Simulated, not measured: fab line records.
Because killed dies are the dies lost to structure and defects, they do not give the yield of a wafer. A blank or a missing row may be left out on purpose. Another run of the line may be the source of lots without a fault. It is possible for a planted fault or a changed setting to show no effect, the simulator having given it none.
fab line records	flow sky130
[record] lots = 14	wafers = 42	last_day = 50
route steps=708 shown GATE_OXIDE@188
lots untouched by any fault: they come from a run of this same line in which no faults occurred
start_h: hours from the record's opening day to when the first of the lot's shown wafers began	wait_h: hours elapsed since this lot's preceding step	" repeats the value in the row above	L1.1+2: a single row standing in for several wafers	- either no value or no given start	* or withheld: withheld	< > ~ a bound
route shown NAME@n: NAME is a module with steps in the file, n the number in the route of the first one	usual: mean and standard deviation over wafers with no fault	same: alike in all rows	chamber/n: place in a boat	sites: readings site by site	_std_site: standard deviation of those values	_edge_site: the outer-site mean with the inner-site mean subtracted	radius_mm: how far each site lies from the wafer's centre	mask NAME#n: copy n	behind: the most recent tool/chamber to have shaped the wafer	hold: cause of the lot's hold/its duration in hours/its outcome	device: transistor that didn't switch, given as n, p or np	end of line: the route-end tests of the same wafers	step lacking rows: just its recipe	killed: not the wafer's yield, but the dies lost to structure and defects at the first sort	map: a wafer's dies, marking killed ones x, the rest . and places with no die _
set.NAME: the setting as run; set.NAME@STEP: as run at that earlier step	model.NAME: the simulator's own value behind a step, which no gauge read
a sample of lots followed through the steps of the route, with each step as a table and each wafer as a row
services: the hour from which a tool's chamber was out of use, counted from the record's first day as start_h (under 0 if before that day), plus the number of hours and why
[[steps]]
[step SKY_GATE_OXIDE_OXIDATION_01]
[recipe] temp_c = 900	ambient = O2	stabilise_s = 600	purge_s = 300	target_thk_a = 102.68	ox_time_s = 1473
[usual] ox_temp_c = 900.0/0.39	ox_temp_c_max = 904.5/0.94	zone_power_bottom_pct = 26.0/2.4	zone_power_top_pct = 32.7/0.88
lot.wafer	tool	chamber	start_h	wait_h	ox_temp_c	ox_temp_c_max	zone_power_bottom_pct	zone_power_top_pct
L186.1	furnace-02	0	284.43	1.1	900.2	904.4	24.2	31.6
L186.3	"	0	"	"	900.5	904.8	24.4	32.2
L186.4	"	0	"	"	900.3	905.1	24.0	31.9
L187.2	furnace-01	0	296.63	0.1	899.9	904.7	29.3	34.0
L187.5	"	0	"	"	899.6	904.6	28.7	34.2
L187.6	"	0	"	"	899.9	904.6	28.9	33.6
L188.1	furnace-02	0	305.77	2.6	899.0	903.2	24.0	32.1
L188.3	"	0	"	"	899.2	903.3	24.1	32.0
L188.6	"	0	"	"	899.8	904.4	23.9	31.8
L191.1	furnace-02	-	333.77	8.7	-	-	-	-
L191.2	"	-	"	"	-	-	-	-
L191.5	"	-	"	"	-	-	-	-
L192.2	furnace-02	-	333.77	5.0	-	-	-	-
L192.4	"	-	"	"	-	-	-	-
L192.5	"	-	"	"	-	-	-	-
L193.2	furnace-02	0	346.16	7.0	900.0	903.2	24.0	32.0
L193.4	"	0	"	"	900.2	905.3	24.1	32.0
L193.6	"	0	"	"	900.5	905.1	23.8	32.3
L199.2	furnace-01	0	393.44	0.7	899.5	905.0	28.8	33.7
L199.3	"	0	"	"	899.3	906.7	29.5	33.8
L199.4	"	0	"	"	899.3	906.0	29.0	33.8
L200.2	furnace-02	0	396.95	0.0	899.8	902.5	24.3	32.2
L200.3	"	0	"	"	900.0	903.7	24.0	32.1
L200.6	"	0	"	"	899.9	904.5	23.8	31.8
L201.2	furnace-01	0	409.17	0.0	900.1	906.1	29.6	33.3
L201.4	"	0	"	"	900.2	904.9	29.6	33.6
L201.5	"	0	"	"	900.6	906.0	28.9	33.9
L204.1	furnace-02	0	438.22	0.0	900.1	904.0	24.0	32.3
L204.2	"	0	"	"	899.4	903.6	24.0	32.3
L204.5	"	0	"	"	899.8	903.2	24.1	32.2
L205.3	furnace-01	0	448.50	0.1	900.0	905.7	29.3	33.8
L205.5	"	0	"	"	900.1	907.4	29.3	33.8
L205.6	"	0	"	"	900.3	906.0	28.9	34.0
L206.1	furnace-02	0	458.53	1.0	900.0	904.6	24.0	32.0
L206.3	"	0	"	"	900.2	905.0	24.2	32.2
L206.6	"	0	"	"	900.2	903.7	24.0	31.8
L207.1	furnace-02	0	474.51	0.0	900.3	904.3	24.1	32.0
L207.2	"	0	"	"	900.0	904.1	24.2	31.8
L207.4	"	0	"	"	900.1	905.6	24.3	32.6
L208.1	furnace-01	0	490.91	0.0	900.1	905.8	29.0	33.6
L208.2	"	0	"	"	900.0	905.3	29.1	33.6
L208.4	"	0	"	"	900.0	906.3	29.0	34.2
[[services]]
tool	chamber	start_h	hours	kind
furnace-01	-	303.59	2.9	pm
furnace-01	-	316.26	31.1	repair
furnace-02	-	353.25	2.6	pm
furnace-01	-	368.63	2.6	pm
furnace-01	-	458.02	1.4	pm
furnace-01	-	471.87	3.0	pm
[[key]]
[first_sign] step = SKY_GATE_OXIDE_OXIDATION_01	reading = tool_record	direction = missing
effect none on later readings
met_at SKY_GATE_OXIDE_OXIDATION_01
struck_lots L191,L192
later_rows_left_out L191.1,L191.2,L191.5,L192.2,L192.4,L192.5
sort_left_out L191.1,L191.2,L191.5,L192.2,L192.4,L192.5
tester_left_out L191,L192
onset_between 305.77 333.77
[fault] kind = skipped_step_whole	tool = furnace-02	chamber = -	onset_h = 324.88	steps = SKY_GATE_OXIDE_OXIDATION_01	scope = struck_lots_only
// tester_left_out: of these lots the tester's yield and bins aren't shown, on N5 and GAA mostly nor the transistor test; their killed dies are dies lost to structure and defects alone, not to doping, threshold or leakage, so they don't give the yield
// sort_left_out: the simulated sort isn't trusted on such a fault, so these wafers' sort isn't shown, and their yield isn't known
// later_rows_left_out: the simulator's readings of these wafers behind a module that went badly wrong aren't trusted and aren't shown, but for the sort
